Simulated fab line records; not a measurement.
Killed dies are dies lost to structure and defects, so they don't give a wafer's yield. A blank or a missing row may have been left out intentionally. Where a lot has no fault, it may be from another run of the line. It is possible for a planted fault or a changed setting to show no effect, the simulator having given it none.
Problem report, 8D (eight disciplines) form, completed by code    flow sky130    the parts of the form that need people (team, actions taken, sign-off) are left out

1. THE ISSUE
Across 9 wafers from 3 lots, LDD_N_TW at SKY_LDD_N_TW_MEAS_17 averages 2448, while fault-free wafers read 2578 with a standard deviation of 24. That puts it -5.4 standard deviations away from the usual mean.
Earliest sighting: wafer L392.2 on film_metro-02 at day 21 19:56. Wafers with a number at this step in the record: 45, from 15 lots. Rule for "out", or "out of limits": more than 4 standard deviations from the usual mean. Any other wafer with a number is counted as sound.

2. WHAT IT IS, WHAT IT ISN'T
question                     is                            is not
which readings at this step  LDD_N_TW                      -
which lots                   L392, L393, L395              L382, L383, L384, L385, L386, L397, L398, L399, L400, L401, L402, L403
which wafers of those lots   all that have a number        -
read on which gauges         film_metro-02, film_metro-03  film_metro-01
when                         from day 21 19:56             up to then (15 sound wafers); but 21 sound wafers of L397, L398, L399, L400, L401, L402, L403 came after

3. WHAT RULES OUT EACH SUSPECT
Counting: a tool at a process step up to the reading stays a suspect if it ran every lot that is out and no sound lot after the first of them.
- ruled out: the gauge at SKY_LDD_N_TW_MEAS_17. 2 gauges (film_metro-02, film_metro-03) read the wafers that are out.
- implanter-02 at SKY_LDD_N_IMPLANT_11: ruled out as a lasting fault. After its first lot that is out, L392 (day 21 19:06), sound lots L398 ran on it.
- plasma_asher-04 at SKY_LDD_N_STRIP_16 (strips in O2/N2): ruled out as a lasting fault. After its first lot that is out, L392 (day 21 19:50), sound lots L400, L403 ran on it.
Left after counting: nothing in the record.

4. THE CAUSE (what the simulator had put in)
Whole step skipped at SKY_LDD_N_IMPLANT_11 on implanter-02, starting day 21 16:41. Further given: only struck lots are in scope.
Counting ruled it out, wrongly: the rule takes a fault to strike every lot that its tool runs from its start on, and this one did not.

5. SEQUENCE OF EFFECTS, ordered by route
Each row: a reading whose mean over the struck wafers that have a number lies more than 3 standard deviations from the usual. Only readings for which the record gives a usual standard deviation are gone through. hours: the time from each lot's start at the first step in this table that gives one to its start at this step, as a median over the lots. sigmas: the change in usual standard deviations.
hours  step                  reading                   usual    on struck wafers  change  sigmas
0      SKY_LDD_N_STRIP_16    strip_time_to_endpoint_s  4.311 s  4.134             -0.177  -12
0      SKY_LDD_N_TW_MEAS_17  LDD_N_TW                  2578     2448              -130    -5.4
Its process steps:
- SKY_LDD_N_STRIP_16: strips in O2/N2.
Readings that are blank on the struck wafers while sound wafers have them: beam_energy_keV at SKY_LDD_N_IMPLANT_11; beam_on_s at SKY_LDD_N_IMPLANT_11.

6. WHAT WOULD HAVE CAUGHT IT SOONER
In this record the first reading out of limits at a measuring or inspecting step was taken at day 21 19:56, 3 hours after the fault began at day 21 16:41.
At SKY_LDD_N_IMPLANT_11 the tool's readings are blank on the struck wafers, where sound wafers have them: an empty tool record is the first sign, and it was there at once.
